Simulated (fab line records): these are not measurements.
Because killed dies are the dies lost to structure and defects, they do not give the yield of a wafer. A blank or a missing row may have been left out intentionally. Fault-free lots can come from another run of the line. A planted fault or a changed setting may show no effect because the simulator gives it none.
Struck lot and sound lot, side by side + flow gf180mcu + 33 steps out of a route of 602
Sound: wafers L934.1, L934.2, L934.6. The struck wafers were L925.1, L925.2, L925.5. The cause is named last.
Each step with rows lists, per side, the tool, then ch with its chambers, then its first start. Under that, the readings that differ: sound wafers + struck wafers + difference of the means + sigmas: that difference in standard deviations of wafers without a fault.
alike: words and numbers the same on both sides, and readings whose means are apart by under 2 such deviations; not compared: readings that were withheld, readings missing a value for some wafer, numbers with overlapping values and no deviation given by the record, and bounds like >300 which may hide the same value.
A row with sigmas, a row that says differs or no value, or rows on one side alone: a step with any of these is where the two part. When numbers do not overlap yet have no deviation, they are printed without sigmas and do not part them. Lack of a reading on every wafer of one side parts them only where that side has two or more wafers.

first, 2 steps without rows for these wafers: GF_M3_PEB_12 (peb time 90 s); GF_M3_DEVELOP_13 (develop time 60 s).
GF_M3_CD_MEAS_14: the cd target is 280 nm.
  struck on cd sem-02, day 23 22:03; sound on cd sem-01, day 26 14:51
  alike: cd nm
GF_M3_OVL_MEAS_15:
  struck on overlay-02, day 23 22:10; sound on overlay-01, day 26 14:58
  alike: M3_OVL
GF_M3_METAL_ETCH_16: etches the open film in Cl2/BCl3, stops on SiO2, target depth 627.5 nm, time 104.6 s.
  sound on rie metal-03 ch 0,1, day 26 15:00; struck on rie metal-04 ch 0,1, day 23 22:13
  alike: drypump motor current A, oes product au, throttle valve pct
  not compared: rf hours counter h
then, 4 steps without rows for these wafers: GF_M3_STRIP_17 (strips in O2/N2); GF_M3_STRIP_18 (strips in post etch residue remover, time 1200 s); GF_M3_CLEAN_19 (cleans in DIW); GF_V3_CVD_00 (deposits SiO2, target thk 600 nm, time 100 s).
GF_V3_THK_MEAS_01:
  struck on film metro-03, day 23 22:55; sound on film metro-02, day 26 15:44
  alike: V3_CVD_00_THK
then, 1 step without rows for these wafers: GF_V3_CVD_02 (deposits SiO2 from TEOS, target thk 850 nm, time 94.851 s).
GF_V3_THK_MEAS_03:
  struck on film metro-02, day 23 23:03; sound on film metro-04, day 26 15:52
  alike: V3_CVD_02_THK
GF_V3_CMP_04: polishes SiO2.
  sound on cmp-02 ch 1,3, day 26 15:58; struck on cmp-02 ch 2,3, day 23 23:07
  no value came back on the struck wafers for any of 5 readings (edge zone pressure frac, head pressure psi (psi) and others); on the sound wafers edge zone pressure frac reads 1.000 1.006 0.997
| reading                             | sound             | struck            | difference | sigmas |
|-------------------------------------|-------------------|-------------------|------------|--------|
| model.SiO2_of_V3_CVD_02.thk nm (nm) | 632.3 632.4 632.5 | 837.2 829.6 860.6 | +210.1     |        |
GF_V3_BOW_MEAS_05:
  struck on film metro-04, day 23 23:25; sound on film metro-02, day 26 16:13
  alike: V3_BOW
then, 8 steps without rows for these wafers: GF_V3_DEHYDRATE_06 (time 60 s); GF_V3_HMDS_07 (prime time 60 s); GF_V3_COAT_08; GF_V3_COAT_09 (resist thk 1000 nm); GF_V3_SOFTBAKE_10 (time 60 s); GF_V3_EXPOSE_11 (exposes mask Via3, target cd 260 nm); GF_V3_PEB_12 (peb time 90 s); GF_V3_DEVELOP_13 (develop time 60 s).
GF_V3_CD_MEAS_14: the cd target is 260 nm.
  struck on cd sem-01, day 24 21:29; sound on cd sem-02, day 27 12:06
  alike: cd nm
GF_V3_OVL_MEAS_15:
  struck on overlay-01, day 24 21:36; sound on overlay-01, day 27 12:13
  alike: V3_OVL
then, 1 step without rows for these wafers: GF_V3_ETCH_16 (etches BARC in N2/H2).
GF_V3_ETCH_17: etches SiO2 in C4F8/O2/Ar, stops on TiN, target depth 635 nm.
  sound: rie diel-03 ch 1,2,3; struck: rie diel-04 ch 1,2,3
| reading                        | sound             | struck            | difference | sigmas      |
|--------------------------------|-------------------|-------------------|------------|-------------|
| oes product au (a.u.)          | 0.854 0.859 0.866 | 1.618 1.607 1.630 | +0.759     | +99 or more |
| model.etch.depth nm (nm)       | 632.3 632.4 632.5 | 820.9 823.4 829.8 | +192.3     |             |
| model.V3.feature depth nm (nm) | 632.3 632.4 632.5 | 820.9 823.4 829.8 | +192.3     |             |
GF_V3_STRIP_18: strips in O2/N2.
  sound on plasma asher-02 ch 0,1, day 27 12:23; struck on plasma asher-04 ch 0,1, day 24 21:46
| reading                     | sound       | struck      | difference | sigmas |
|-----------------------------|-------------|-------------|------------|--------|
| drypump motor current A (A) | 5.7 6.8 6.9 | 5.7 5.6 5.6 | -0.8       | -2     |
  alike: heater power w, oes product au
  not compared: rf hours counter h
then, 2 steps without rows for these wafers: GF_V3_STRIP_19 (strips in post etch residue remover, time 1200 s); GF_V3_CLEAN_20 (cleans in DIW).
GF_V3_SPUTTER_21: material Ti, target thk 15 nm, time 80.02 s.
  struck on pvd sputter-03, day 24 22:18; sound on pvd sputter-02, day 27 12:58
  alike: throttle valve pct
GF_V3_SPUTTER_22: material TiN, target thk 10 nm, time 40 s.
  struck on pvd sputter-03, day 24 22:22; sound on pvd sputter-02, day 27 13:02
  alike: throttle valve pct
GF_V3_CVD_23: deposits W, target thk 350 nm, time 104.9 s.
  sound on cvd w-01 ch 0,1, day 27 13:04; struck on cvd w-01 ch 0,1, day 24 22:24
  alike: chamber pressure Torr, heater power w
GF_V3_CMP_26: polishes, stops on SiO2, t overpolish 15 s, target thk 0 nm.
  sound on cmp-02 ch 1,2, day 27 13:22; struck on cmp-01 ch 0,1, day 24 22:56
| reading                             | sound             | struck            | difference | sigmas |
|-------------------------------------|-------------------|-------------------|------------|--------|
| model.SiO2_of_V3_CVD_02.thk nm (nm) | 628.5 628.7 628.7 | 833.5 825.8 856.8 | +210.1     |        |
  alike: edge zone pressure frac, head pressure psi, motor current A, retaining ring pressure frac

## WHERE THEY PART
Last at GF_V3_STRIP_18 as far as this record goes, first at GF_V3_CMP_04. Later steps at which nothing parts them and some readings are alike: GF_V3_SPUTTER_21, GF_V3_SPUTTER_22, GF_V3_CVD_23, GF_V3_CMP_26.

WHY: what had been put in by the simulator
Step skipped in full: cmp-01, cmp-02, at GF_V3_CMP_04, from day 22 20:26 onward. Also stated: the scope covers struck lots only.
